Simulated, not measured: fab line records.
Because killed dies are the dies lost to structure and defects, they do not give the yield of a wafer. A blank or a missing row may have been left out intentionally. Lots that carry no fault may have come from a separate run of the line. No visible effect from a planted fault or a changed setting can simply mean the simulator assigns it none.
Which tool was responsible? ; flow sky130 ; 35 wafers from 12 lots sampled at 5 of the route's 708 steps

## WHAT EACH GAUGE READ, for each wafer
SKY_GATE_OXIDE_OVL_MEAS_10.
lot;measured;on;GATE_OXIDE_OVL (nm)
L645;day 14 13:42;overlay-01;1.9 2.5 1.9
L647;day 14 23:37;overlay-01;-0.5 -1.5 -1.2
L646;day 14 23:58;overlay-01;1.0 2.0 2.5
L648;day 15 08:32;overlay-01;0.6 1.5 -0.6
L649;day 15 15:25;overlay-01;1.7 3.6 3.4
L650;day 16 00:10;overlay-01;-0.4 2.2 0.1
L651;day 16 06:01;overlay-02;0.4 -0.5 -0.1
L652;day 16 21:17;overlay-01;-0.2 -0.7 0.8
L655;day 18 01:02;overlay-01;1.8 -0.9 -0.1
L662;day 20 05:05;overlay-02;0.8 2.5
L666;day 21 17:22;overlay-01;2.3 1.1 0.4
L668;day 22 08:13;overlay-01;1.7 0.1 -0.8

SKY_LDD_N_OVL_MEAS_07.
lot;measured;on;LDD_N_OVL (nm)
L645;day 18 12:22;overlay-01;-0.7 -0.3 -0.5
L647;day 19 04:37;overlay-02;0.4 -0.1 1.2
L646;day 19 03:22;overlay-01;0.6 1.0 -1.0
L648;day 19 11:29;overlay-02;0.7 0.2 0.0
L649;day 19 20:04;overlay-02;0.3 -1.8 -2.1
L650;day 20 04:58;overlay-01;-2.2 -1.1 -2.0
L651;day 20 09:40;overlay-02;-0.1 0.0 0.0
L652;day 21 01:10;overlay-02;-0.3 -1.7 -1.3
L655;day 22 05:46;overlay-01;-1.1 -1.8 -1.5
L662;day 24 08:03;overlay-01;-0.3 0.0
L666;day 25 19:07;overlay-02;-1.4 -0.2 0.1
L668;day 26 10:22;overlay-01;-0.8 -2.5 -0.4

SKY_LDD_P_TW_MEAS_11.
lot;measured;on;LDD_P_TW
L645;day 19 20:47;film metro-04;635 636 635
L647;day 20 13:16;film metro-04;640 633 636
L646;day 20 12:10;film metro-04;636 636 635
L648;day 20 19:55;film metro-01;635 637 637
L649;day 21 05:46;film metro-02;642 641 643
L650;day 21 13:24;film metro-04;635 635 637
L651;day 21 17:36;film metro-02;640 637 638
L652;day 22 09:13;film metro-01;636 639 641
L655;day 23 14:22;film metro-01;638 640 637
L662;day 25 15:55;film metro-02;640 638
L666;day 27 02:41;film metro-02;644 648 646
L668;day 27 18:04;film metro-02;647 646 647

SKY_METAL1_RS_MEAS_05: uses a four-point probe to measure.
lot;measured;on;METAL1_ALCU_RS (ohm/sq)
L645;day 32 18:37;film metro-04;0.1278 0.1280 0.1262
L647;day 33 07:02;film metro-02;0.1240 0.1246 0.1242
L646;day 33 06:05;film metro-01;0.1249 0.1263 0.1263
L648;day 33 14:16;film metro-01;0.1262 0.1273 0.1265
L649;day 33 22:46;film metro-02;0.1275 0.1272 0.1277
L650;day 34 02:49;film metro-01;0.1252 0.1249 0.1249
L651;day 34 08:20;film metro-04;0.1259 0.1261 0.1263
L652;day 34 21:01;film metro-04;0.1257 0.1250 0.1251
L655;day 35 21:55;film metro-02;0.1278 0.1253 0.1257
L662;day 37 19:14;film metro-01;0.1260 0.1263 0.1260 0.1262
L666;day 39 00:20;film metro-02;0.1279 0.1274 0.1281
L668;day 39 15:05;film metro-04;0.1251 0.1247 0.1238

## TOOL THAT RAN EACH LOT (tool first, then ch and the chambers of the sampled wafers, then the start)
lot;SKY_METAL1_SPUTTER_01
L645;pvd sputter-01, day 32 18:29
L647;pvd sputter-03, day 33 06:55
L646;pvd sputter-04, day 33 05:58
L648;pvd sputter-01, day 33 14:07
L649;pvd sputter-01, day 33 22:38
L650;pvd sputter-03, day 34 02:42
L651;pvd sputter-04, day 34 08:13
L652;pvd sputter-01, day 34 20:54
L655;pvd sputter-04, day 35 21:45
L662;pvd sputter-01, day 37 19:07
L666;pvd sputter-03, day 39 00:12
L668;pvd sputter-04, day 39 14:58
- SKY_METAL1_SPUTTER_01: material TiN, target thk 20 nm, time 16.7 s.

## AS READ BY THE TOOLS THEMSELVES (means over the sampled wafers that have a number; for cases with no such wafer, the mark the record gives instead)
SKY_METAL1_SPUTTER_01.
lot;tool;throttle valve pct (%)
L645;pvd sputter-01;30.5
L647;pvd sputter-03;29.6
L646;pvd sputter-04;30.3
L648;pvd sputter-01;29.0
L649;pvd sputter-01;29.9
L650;pvd sputter-03;29.7
L651;pvd sputter-04;29.9
L652;pvd sputter-01;30.7
L655;pvd sputter-04;31.4
L662;pvd sputter-01;29.1
L666;pvd sputter-03;29.8
L668;pvd sputter-04;29.9

## THE ANSWER, worked out from the rows above alone
Rule: the usual values come from the lots themselves. Put in order of their means at a reading, lots are off if they are a third of the lots or fewer, leave a main group of 4 or more, and stand apart from it by a gap of 3 or more times the standard deviation of the main group's means; of several such gaps the widest counts. If all means in a main group match to the digits the tables above print for the reading, that group is not used. A lot without any number at a reading at which 4 lots or more have one is off too. The other lots that the step has rows for count as sound. The gauges are gone through in route order, then the tools' own readings, and for those a lot's mean is taken as printed above. The first step at which some lot is off is used, and at that step the reading that is off furthest; a lot without a number counts as furthest.
None of the lots is off at any reading shown; this tells nothing.

## WHAT HAD BEEN PUT IN BY THE SIMULATOR
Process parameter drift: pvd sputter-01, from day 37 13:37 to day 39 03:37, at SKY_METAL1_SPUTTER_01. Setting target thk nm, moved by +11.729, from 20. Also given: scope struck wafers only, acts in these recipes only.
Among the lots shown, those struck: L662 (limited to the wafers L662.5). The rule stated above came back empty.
